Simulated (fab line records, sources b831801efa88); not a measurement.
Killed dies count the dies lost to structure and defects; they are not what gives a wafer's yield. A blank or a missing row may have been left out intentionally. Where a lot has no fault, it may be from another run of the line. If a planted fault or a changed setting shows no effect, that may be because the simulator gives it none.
fab line records	flow gf180mcu
[record] lots = 13	wafers = 39	last-day = 34
route steps=602 shown VT_IMPLANT@114 V2@394
lots that met no fault: from a run of the same line without faults
start-h: the number of hours between the record's first day and the start of the first shown wafer of the lot	wait-h: time in hours since the lot's previous step	" the same as in the row above	L1.1+2: a row that stands for several wafers	- no value, or no start given	* or withheld: withheld	< > ~ a bound
route shown NAME@n: NAME is a module with steps in the file, n the number in the route of the first one	usual: mean/standard deviation of fault-free wafers	same: alike in all rows	chamber/n: place in a boat	sites: readings site by site	_std_site: the values' standard deviation	_edge_site: inner sites' mean taken away from outer sites' mean	radius-mm: how far each site lies from the wafer's centre	mask NAME#n: copy n	behind: tool/chamber where the wafer was last shaped	hold: what put the lot on hold/how long, in hours/how the hold closed	device: transistor that didn't switch, given as n, p or np	end of line: at the end of the route, the tests of the same wafers	where a step has no rows: the recipe by itself	killed: not the wafer's yield, but the dies lost to structure and defects at the first sort	map: shows each die of a wafer: x if killed, . if not, _ if none is there
set.NAME: the setting as run; set.NAME@STEP: as run at that earlier step	model.NAME: the simulator's own value behind a step, which no gauge read
one table for each step of the route and one row for each wafer, over a sample of lots
services: a tool's chamber out of use, with start hour (start-h, from the record's first day; less than 0 if before it), hours out, and reason
[[steps]]
[step GF_VT_IMPLANT_COAT_24]
[recipe] resist = NOVOLAK	spin-rpm = 3000	resist-thk-nm = 1000
[usual] spin-speed-rpm = 3000.0/2
lot.wafer	tool	chamber	start-h	wait-h	spin-speed-rpm
L205.1	litho-track-01	0	134.20	0.1	3002.1
L205.2	"	0	"	"	3002.9
L205.5	"	0	"	"	3001.1
L206.1	litho-track-03	0	138.03	0.1	3000.0
L206.4	"	0	"	"	3000.0
L206.6	"	0	"	"	3001.8
L208.1	litho-track-04	0	153.77	0.1	2998.7
L208.3	"	0	"	"	3002.0
L208.5	"	0	"	"	3000.6
L209.2	litho-track-03	0	157.60	0.1	3002.7
L209.3	"	0	"	"	2995.7
L209.5	"	0	"	"	2997.9
L210.1	litho-track-01	0	164.84	0.1	2996.5
L210.3	"	0	"	"	2998.2
L210.6	"	0	"	"	3001.4
L219.1	litho-track-03	0	224.83	0.1	3442.4
L219.4	"	0	"	"	3441.6
L219.6	"	0	"	"	3442.1
L221.2	litho-track-03	0	236.30	0.1	3445.7
L221.3	"	0	"	"	3443.7
L221.4	"	0	"	"	3442.0
L223.2	litho-track-04	0	248.95	0.1	2998.1
L223.5	"	0	"	"	2999.4
L223.6	"	0	"	"	2999.2
L224.1	litho-track-04	0	258.62	0.1	2996.9
L224.5	"	0	"	"	2997.1
L224.6	"	0	"	"	2997.8
L225.2	litho-track-01	0	268.27	0.1	3001.3
L225.3	"	0	"	"	3001.0
L225.5	"	0	"	"	3000.4
L226.1	litho-track-04	0	269.52	0.1	2997.9
L226.2	"	0	"	"	2997.4
L226.6	"	0	"	"	3001.1
L227.3	litho-track-01	0	275.54	0.1	3002.7
L227.4	"	0	"	"	2998.8
L227.5	"	0	"	"	3001.4
L228.2	litho-track-04	0	284.30	0.1	2999.2
L228.4	"	0	"	"	3002.3
L228.6	"	0	"	"	3001.1
[step GF_VT_IMPLANT_STRIP_31]
[recipe] chemistry = O2/N2	power-w = 1400	pressure-mtorr = 1500	platen-temp-c = 250	o2-flow-sccm = 3000	n2-flow-sccm = 300	overash-fraction = 0.5
[usual] drypump-motor-current-A = 5.5/0.4	heater-power-w = 335/20	oes-product-au = 0.716/0.0044	strip-time-to-endpoint-s = 12.64/0.034
[same] overash-fraction = 0.5
lot.wafer	tool	chamber	start-h	wait-h	drypump-motor-current-A	heater-power-w	oes-product-au	rf-hours-counter-h	strip-time-to-endpoint-s
L205.1	plasma-asher-04	0	142.38	0.1	4.9	355	0.714	52	12.59
L205.2	"	1	"	"	6.5	312	0.711	52	12.59
L205.5	"	0	"	"	4.9	349	0.718	-	12.57
L206.1	plasma-asher-03	1	146.51	0.1	5.6	299	0.716	41	12.66
L206.4	"	0	"	"	5.5	370	0.714	-	12.66
L206.6	"	0	"	"	5.5	370	0.720	-	12.64
L208.1	plasma-asher-02	0	161.86	0.1	5.4	334	0.707	5	12.62
L208.3	"	0	"	"	5.4	327	0.715	-	12.64
L208.5	"	1	"	"	5.4	340	0.711	-	12.65
L209.2	plasma-asher-04	0	165.98	0.1	4.9	353	0.709	55	12.67
L209.3	"	1	"	"	6.6	316	0.715	-	12.64
L209.5	"	1	"	"	6.5	320	0.722	-	12.63
L210.1	plasma-asher-04	0	172.86	0.1	4.9	349	0.716	56	12.64
L210.3	"	1	"	"	6.5	313	0.712	-	12.59
L210.6	"	0	"	"	4.9	354	0.724	-	12.63
L219.1	plasma-asher-02	0	234.21	0.1	5.4	327	0.716	13	11.88
L219.4	"	0	"	"	5.4	320	0.713	-	11.83
L219.6	"	1	"	"	5.3	341	0.719	-	11.85
L221.2	plasma-asher-02	0	246.21	0.1	5.4	324	0.717	14	11.88
L221.3	"	0	"	"	5.4	325	0.716	-	11.84
L221.4	"	1	"	"	5.3	348	0.718	-	11.86
L223.2	plasma-asher-02	1	258.21	0.1	5.4	352	0.725	15	12.58
L223.5	"	1	"	"	5.4	349	0.719	-	12.58
L223.6	"	0	"	"	5.4	325	0.719	-	12.63
L224.1	plasma-asher-03	1	269.03	0.1	5.6	284	0.717	54	12.65
L224.5	"	1	"	"	5.5	290	0.719	-	12.63
L224.6	"	0	"	"	5.6	367	0.723	-	12.64
L225.2	plasma-asher-02	1	277.81	0.1	5.4	339	0.719	18	12.64
L225.3	"	0	"	"	5.4	317	0.725	-	12.63
L225.5	"	1	"	"	5.4	343	0.720	-	12.68
L226.1	plasma-asher-02	0	279.33	0.1	5.4	332	0.717	18	12.62
L226.2	"	1	"	"	5.4	344	0.714	18	12.61
L226.6	"	0	"	"	5.4	336	0.715	-	12.59
L227.3	plasma-asher-03	1	285.38	0.1	5.6	296	0.717	-	12.67
L227.4	"	0	"	"	5.6	369	0.718	-	12.65
L227.5	"	0	"	"	5.6	357	0.725	-	12.65
L228.2	plasma-asher-02	1	294.61	0.1	5.4	347	0.720	19	12.60
L228.4	"	1	"	"	5.4	338	0.716	-	12.57
L228.6	"	0	"	"	5.4	327	0.709	-	12.59
[step GF_V2_PEB_12]
[recipe] peb-temp-c = 135	peb-time-s = 91.9	resist = KrF
[usual] plate-sensor-t-centre-C = 136.13/0.01	plate-sensor-t-edge-C = 136.29/0.01
lot.wafer	tool	chamber	start-h	wait-h	plate-sensor-t-centre-C	plate-sensor-t-edge-C
L205.1	litho-track-01	0	-	-	136.13	136.29
L205.2	"	0	"	"	136.13	136.3
L205.5	"	0	"	"	136.13	136.29
L206.1	litho-track-02	0	-	-	136.14	136.29
L206.4	"	0	"	"	136.13	136.3
L206.6	"	0	"	"	136.12	136.3
L208.1	litho-track-01	0	-	-	136.14	136.27
L208.3	"	0	"	"	136.13	136.29
L208.5	"	0	"	"	136.11	136.3
L209.2	litho-track-02	0	-	-	136.13	136.3
L209.3	"	0	"	"	136.14	136.3
L209.5	"	0	"	"	136.13	136.3
L210.1	litho-track-02	0	-	-	136.14	136.31
L210.3	"	0	"	"	136.13	136.3
L210.6	"	0	"	"	136.12	136.28
L219.1	litho-track-01	0	-	-	136.12	136.29
L219.4	"	0	"	"	136.14	136.3
L219.6	"	0	"	"	136.13	136.3
L221.2	litho-track-02	0	-	-	136.13	136.31
L221.3	"	0	"	"	136.13	136.29
L221.4	"	0	"	"	136.12	136.28
L223.2	litho-track-01	0	-	-	136.14	136.29
L223.5	"	0	"	"	136.15	136.31
L223.6	"	0	"	"	136.1	136.3
L224.1	litho-track-01	0	-	-	136.13	136.28
L224.5	"	0	"	"	136.13	136.3
L224.6	"	0	"	"	136.12	136.28
L225.2	litho-track-02	0	-	-	136.12	136.29
L225.3	"	0	"	"	136.14	136.28
L225.5	"	0	"	"	136.13	136.29
L226.1	litho-track-02	0	-	-	136.13	136.3
L226.2	"	0	"	"	136.14	136.3
L226.6	"	0	"	"	136.15	136.3
L227.3	litho-track-02	0	-	-	136.11	136.3
L227.4	"	0	"	"	136.11	136.31
L227.5	"	0	"	"	136.13	136.28
L228.2	litho-track-01	0	-	-	136.13	136.3
L228.4	"	0	"	"	136.14	136.32
L228.6	"	0	"	"	136.14	136.28
[step GF_V2_CD_MEAS_14]
[recipe] target-cd-nm = 260
[usual] cd-nm = 260.0/1.2
lot.wafer	tool	chamber	start-h	wait-h	cd-nm
L205.1	cd-sem-01	-	466.09	0.1	259.8
L205.2	"	-	"	"	258.6
L205.5	"	-	"	"	260.8
L206.1	cd-sem-02	-	473.16	0.1	261.1
L206.4	"	-	"	"	261.4
L206.6	"	-	"	"	259.9
L208.1	cd-sem-02	-	493.33	0.2	258.9
L208.3	"	-	"	"	260.1
L208.5	"	-	"	"	260.0
L209.2	cd-sem-02	-	500.78	0.1	260.7
L209.3	"	-	"	"	260.9
L209.5	"	-	"	"	259.5
L210.1	cd-sem-02	-	509.36	0.1	259.0
L210.3	"	-	"	"	258.1
L210.6	"	-	"	"	257.9
L219.1	cd-sem-02	-	591.44	0.1	261.2
L219.4	"	-	"	"	261.0
L219.6	"	-	"	"	260.6
L221.2	cd-sem-01	-	598.78	0.1	260.2
L221.3	"	-	"	"	259.7
L221.4	"	-	"	"	260.7
L223.2	cd-sem-02	-	612.16	0.1	262.8
L223.5	"	-	"	"	261.3
L223.6	"	-	"	"	262.1
L224.1	cd-sem-02	-	621.94	0.1	260.6
L224.5	"	-	"	"	259.9
L224.6	"	-	"	"	260.4
L225.2	cd-sem-02	-	635.53	0.1	257.8
L225.3	"	-	"	"	258.8
L225.5	"	-	"	"	258.3
L226.1	cd-sem-02	-	636.81	0.1	259.9
L226.2	"	-	"	"	259.9
L226.6	"	-	"	"	260.5
L227.3	cd-sem-02	-	645.00	0.1	258.6
L227.4	"	-	"	"	258.2
L227.5	"	-	"	"	259.1
L228.2	cd-sem-02	-	651.56	0.1	258.8
L228.4	"	-	"	"	258.9
L228.6	"	-	"	"	258.7
[step GF_V2_ETCH_17]
[recipe] chemistry = C4F8/O2/Ar	mask-material = KrF	target = SiO2	stop-on = TiN	source-w = 1500	bias-w = 1200	pressure-mtorr = 40	c4f8-flow-sccm = withheld	O2_flow_sccm = 6	Ar_flow_sccm = 300	time-s = withheld	target-depth-a = 6300
[usual] oes-product-au = 0.854/0.0049
lot.wafer	tool	chamber	start-h	wait-h	oes-product-au
L205.1	rie-diel-04	3	-	-	0.853
L205.2	"	2	"	"	0.851
L205.5	"	3	"	"	0.848
L206.1	rie-diel-03	1	-	-	0.854
L206.4	"	2	"	"	0.855
L206.6	"	0	"	"	0.853
L208.1	rie-diel-04	3	-	-	0.858
L208.3	"	0	"	"	0.862
L208.5	"	3	"	"	0.856
L209.2	rie-diel-01	3	-	-	0.853
L209.3	"	0	"	"	0.850
L209.5	"	1	"	"	0.858
L210.1	rie-diel-04	2	-	-	0.856
L210.3	"	3	"	"	0.856
L210.6	"	1	"	"	0.853
L219.1	rie-diel-04	0	-	-	0.856
L219.4	"	2	"	"	0.851
L219.6	"	0	"	"	0.853
L221.2	rie-diel-01	1	-	-	0.859
L221.3	"	3	"	"	0.856
L221.4	"	0	"	"	0.847
L223.2	rie-diel-03	1	-	-	0.862
L223.5	"	0	"	"	0.856
L223.6	"	3	"	"	0.853
L224.1	rie-diel-04	1	-	-	0.859
L224.5	"	0	"	"	0.852
L224.6	"	1	"	"	0.849
L225.2	rie-diel-01	1	-	-	0.858
L225.3	"	0	"	"	0.847
L225.5	"	1	"	"	0.863
L226.1	rie-diel-03	1	-	-	0.863
L226.2	"	0	"	"	0.867
L226.6	"	1	"	"	0.848
L227.3	rie-diel-01	0	-	-	0.854
L227.4	"	3	"	"	0.852
L227.5	"	2	"	"	0.854
L228.2	rie-diel-04	1	-	-	0.849
L228.4	"	3	"	"	0.851
L228.6	"	2	"	"	0.848
[[services]]
tool	chamber	start-h	hours	kind
plasma-asher-04	-	132.98	3.7	repair
rie-diel-03	-	134.22	0.1	repair
plasma-asher-02	-	143.14	4.3	pm
rie-diel-01	0	150.20	14.0	repair
rie-diel-04	-	169.96	14.6	pm
rie-diel-01	0	184.57	15.0	repair
rie-diel-03	-	193.16	28.1	pm
plasma-asher-04	-	199.93	6.0	repair
rie-diel-04	1	201.83	7.9	repair
rie-diel-04	0	207.22	4.1	repair
plasma-asher-04	-	243.77	3.0	repair
plasma-asher-02	-	271.92	0.8	repair
rie-diel-04	1	286.45	3.1	repair
rie-diel-04	2	287.13	13.9	repair
rie-diel-04	-	383.89	0.6	repair
rie-diel-01	-	409.82	14.6	pm
rie-diel-04	1	434.55	49.4	repair
rie-diel-01	3	444.38	7.8	repair
plasma-asher-02	-	450.50	1.2	repair
plasma-asher-02	-	498.59	35.6	repair
rie-diel-01	0	506.90	14.2	repair
rie-diel-04	0	556.22	13.1	repair
rie-diel-04	3	575.00	7.5	repair
rie-diel-01	-	621.12	2.8	pm
[[key]]
[first-sign] step = GF_VT_IMPLANT_COAT_24	reading = spin-speed-rpm	direction = up	sigmas = 99+	usual = *	struck = *
[effect] step = GF_VT_IMPLANT_STRIP_31	reading = strip-time-to-endpoint-s	direction = down	sigmas = 23	usual = *	struck = *
met-at GF_VT_IMPLANT_COAT_24
struck-lots L219,L221
tester-left-out L219,L221
not-acting-at GF_V2_PEB_12,GF_V2_CD_MEAS_14,GF_V2_ETCH_17
onset-between 157.60 224.83
[fault] kind = process-parameter-drift	tool = litho-track-03	chamber = -	onset-h = 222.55	steps = GF_VT_IMPLANT_COAT_24	channel = spin-rpm	offset = *	shape = step	end-h = 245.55	acts-in = *	stated = *
// tester-left-out: of these lots the tester's yield and bins aren't shown, on N5 and GAA mostly nor the transistor test; their killed dies are dies lost to structure and defects alone, not to doping, threshold or leakage, so they don't give the yield
